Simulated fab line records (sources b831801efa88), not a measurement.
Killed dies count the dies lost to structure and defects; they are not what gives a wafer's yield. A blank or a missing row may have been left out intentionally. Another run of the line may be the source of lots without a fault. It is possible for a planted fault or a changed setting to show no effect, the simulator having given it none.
Which tool was responsible? ; flow gf180mcu ; Sampling: 12 lots, 36 wafers, 6 of 602 route steps

WHAT THE GAUGES READ, wafer by wafer
GF_NWELL_TW_MEAS_11. Usual: NWELL_TW typically reads 1565, with standard deviation 13.
lot;measured;on;NWELL_TW;flag
L175;day 3 10:09;film-metro-01;1581 1577 1581;
L177;day 3 23:38;film-metro-02;1562 1559 1563;
L179;day 4 08:17;film-metro-04;1566 1561 1563;
L184;day 5 09:14;film-metro-04;1400 1397 1394;OFF
L185;day 5 14:30;film-metro-04;1539 1542 1546;
L187;day 6 01:39;film-metro-02;1398 1405 1403;OFF
L188;day 6 05:23;film-metro-01;1592 1588 1587;
L189;day 6 11:39;film-metro-04;1552 1562 1561;
L191;day 6 23:48;film-metro-04;1573 1584 1579;
L196;day 8 04:54;film-metro-02;1568 1571 1570;
L197;day 8 11:22;film-metro-04;1548 1551 1553;
L198;day 8 13:59;film-metro-02;1561 1561 1568;

GF_MVSD_OVL_MEAS_07. Usual: MVSD_OVL typically reads 0.7 nm, with standard deviation 1.3.
lot;measured;on;MVSD_OVL (nm);flag
L175;day 4 12:15;overlay-01;0.8 -1.0 1.4;
L177;day 5 03:12;overlay-02;-0.5 -0.4 0.3;
L179;day 5 11:42;overlay-02;2.2 1.4 3.2;
L184;day 6 14:39;overlay-01;2.6 3.4 1.7;
L185;day 6 21:16;overlay-02;-1.0 0.1 -0.7;
L187;day 7 08:43;overlay-01;-0.4 1.0 -0.1;
L188;day 7 13:52;overlay-02;-0.1 -0.1 0.7;
L189;day 7 19:04;overlay-02;3.3 0.7 2.4;
L191;day 8 07:06;overlay-02;0.0 0.5 0.7;
L196;day 9 14:46;overlay-02;1.4 0.8 -0.5;
L197;day 9 20:55;overlay-01;0.5 1.0 0.4;
L198;day 9 23:18;overlay-02;1.4 2.0 1.0;

GF_MVPSD_OVL_MEAS_07. Usual: MVPSD_OVL typically reads 1.0 nm, with standard deviation 1.2.
lot;measured;on;MVPSD_OVL (nm);flag
L175;day 5 02:51;overlay-01;1.7 3.4 2.5;
L177;day 5 17:54;overlay-01;1.6 1.2 -1.5;
L179;day 6 02:58;overlay-02;1.7 0.5 0.0;
L184;day 7 06:45;overlay-01;3.0 2.2 2.1;
L185;day 7 13:46;overlay-01;0.3 -0.4 2.0;
L187;day 8 00:40;overlay-02;-1.6 -1.0 1.4;
L188;day 8 06:13;overlay-01;2.5 -0.7 0.4;
L189;day 8 11:58;overlay-02;1.4 0.7 0.3;
L191;day 9 00:06;overlay-02;0.9 1.0 1.1;
L196;day 10 08:58;overlay-01;1.8 0.9 1.5;
L197;day 10 14:34;overlay-01;1.0 0.4 2.2;
L198;day 10 17:46;overlay-01;1.7 0.5 -0.6;

GF_VT_IMPLANT_RS_MEAS_47: a four-point-probe measurement. Usual: NWELL_RS typically reads 487.3 ohm/sq, with standard deviation 1.6.
lot;measured;on;NWELL_RS (ohm/sq);flag
L175;day 7 16:08;film-metro-01;490.1 488.5 488.1;
L177;day 8 08:20;film-metro-01;487.6 489.0 489.0;
L179;day 8 18:04;film-metro-01;485.9 487.0 487.3;
L184;day 10 02:49;film-metro-01;598.7 597.5 595.5;OFF
L185;day 10 09:20;film-metro-04;490.8 491.1 490.6;
L187;day 10 23:55;film-metro-04;595.6 593.6 596.3;OFF
L188;day 11 05:13;film-metro-02;488.8 489.8 490.0;
L189;day 11 10:19;film-metro-02;488.4 487.2 487.6;
L191;day 12 01:10;film-metro-04;486.6 487.1 486.4;
L196;day 13 14:44;film-metro-04;485.5 485.5 484.2;
L197;day 13 20:58;film-metro-02;490.4 489.5 491.3;
L198;day 13 23:49;film-metro-04;486.9 487.5 485.1;

WHAT TOOL EACH LOT RAN ON (gives the tool, then ch and the chambers of the sampled wafers, and finally the start)
lot;GF_NWELL_IMPLANT_08;GF_NWELL_STRIP_10
L175;implanter-01 ch 0, day 3 09:45;plasma-asher-03 ch 0,1, day 3 10:03
L177;implanter-02 ch 0, day 3 23:14;plasma-asher-03 ch 0, day 3 23:32
L179;implanter-01 ch 0, day 4 07:53;plasma-asher-03 ch 0,1, day 4 08:11
L184;implanter-02 ch 0, day 5 08:50;plasma-asher-03 ch 0,1, day 5 09:08
L185;implanter-01 ch 0, day 5 14:07;plasma-asher-03 ch 0,1, day 5 14:23
L187;implanter-02 ch 0, day 6 01:15;plasma-asher-01 ch 0,1, day 6 01:33
L188;implanter-01 ch 0, day 6 04:59;plasma-asher-01 ch 0,1, day 6 05:17
L189;implanter-01 ch 0, day 6 11:16;plasma-asher-04 ch 0,1, day 6 11:32
L191;implanter-01 ch 0, day 6 23:24;plasma-asher-01 ch 0,1, day 6 23:42
L196;implanter-01 ch 0, day 8 04:31;plasma-asher-01 ch 1, day 8 04:47
L197;implanter-02 ch 0, day 8 11:00;plasma-asher-01 ch 0,1, day 8 11:17
L198;implanter-02 ch 0, day 8 13:35;plasma-asher-04 ch 0,1, day 8 13:53
- GF_NWELL_IMPLANT_08
- GF_NWELL_STRIP_10: strips in O2/N2.

AS READ BY THE TOOLS THEMSELVES (means over the sampled wafers that have a number; for cases with no such wafer, the mark the record gives instead)
GF_NWELL_IMPLANT_08. Usual: dose-ions-cm2 1.5001e+13, standard deviation 1.5e+10; faraday-current-uA 84.2, standard deviation 1.7.
lot;tool;dose-ions-cm2;faraday-current-uA;flag
L175;implanter-01;1.4999e+13;83.2;
L177;implanter-02;1.5002e+13;83.1;
L179;implanter-01;1.5003e+13;84.0;
L184;implanter-02;1.0242e+13;56.4;OFF
L185;implanter-01;1.4990e+13;83.4;
L187;implanter-02;1.0234e+13;56.4;OFF
L188;implanter-01;1.4995e+13;85.7;
L189;implanter-01;1.5006e+13;86.2;
L191;implanter-01;1.4996e+13;83.8;
L196;implanter-01;1.5011e+13;83.5;
L197;implanter-02;1.5008e+13;84.9;
L198;implanter-02;1.5009e+13;83.5;

GF_NWELL_STRIP_10. Usual: drypump-motor-current-A 5.7 A, standard deviation 0.52; heater-power-w 302 W, standard deviation 31; n2-flow-sccm 299.9 sccm, standard deviation 0.95; oes-product-au 0.723 a.u., standard deviation 0.004; strip-time-to-endpoint-s 36.98 s, standard deviation 0.098.
lot;tool;drypump-motor-current-A (A);heater-power-w (W);n2-flow-sccm (sccm);oes-product-au (a.u.);strip-time-to-endpoint-s (s);flag
L175;plasma-asher-03;5.6;299;301.2;0.724;36.81;
L177;plasma-asher-03;5.9;308;300.9;0.722;36.97;
L179;plasma-asher-03;5.6;307;300.1;0.727;36.93;
L184;plasma-asher-03;5.6;305;299.7;0.725;37.07;
L185;plasma-asher-03;5.6;306;299.3;0.721;37.03;
L187;plasma-asher-01;5.5;307;299.0;0.724;37.00;
L188;plasma-asher-01;5.5;303;299.6;0.725;37.01;
L189;plasma-asher-04;6.2;321;300.4;0.723;37.00;
L191;plasma-asher-01;5.5;302;298.8;0.719;36.87;
L196;plasma-asher-01;5.1;340;300.6;0.724;37.04;
L197;plasma-asher-01;5.8;274;300.8;0.729;36.97;
L198;plasma-asher-04;6.3;313;299.3;0.719;37.04;

THE ANSWER, worked out from the rows above alone
Rule: a lot is off if the mean of its wafers that have a number lies more than 3 standard deviations from the usual mean. Also off: a lot with no number at a reading for which 4 or more lots have one. Any other lot the step has rows for is counted as sound. First the gauges in route order, then the tools' own readings, where a lot's mean is used as printed above. The first step at which some lot is off is used, and at that step the reading that is off furthest; a lot without a number counts as furthest.
Off: L184, L187, at GF_NWELL_TW_MEAS_11 (NWELL_TW).
If a tool, at a process step before that reading, ran all the lots that are off and no sound lot after the first of them, it fits. Not tried: the gauges at GF_NWELL_TW_MEAS_11; whatever is off there is also off at GF_NWELL_IMPLANT_08, on other tools, and gauge error can't account for it. No candidate that was tried fits.

WHAT HAD BEEN PUT IN BY THE SIMULATOR
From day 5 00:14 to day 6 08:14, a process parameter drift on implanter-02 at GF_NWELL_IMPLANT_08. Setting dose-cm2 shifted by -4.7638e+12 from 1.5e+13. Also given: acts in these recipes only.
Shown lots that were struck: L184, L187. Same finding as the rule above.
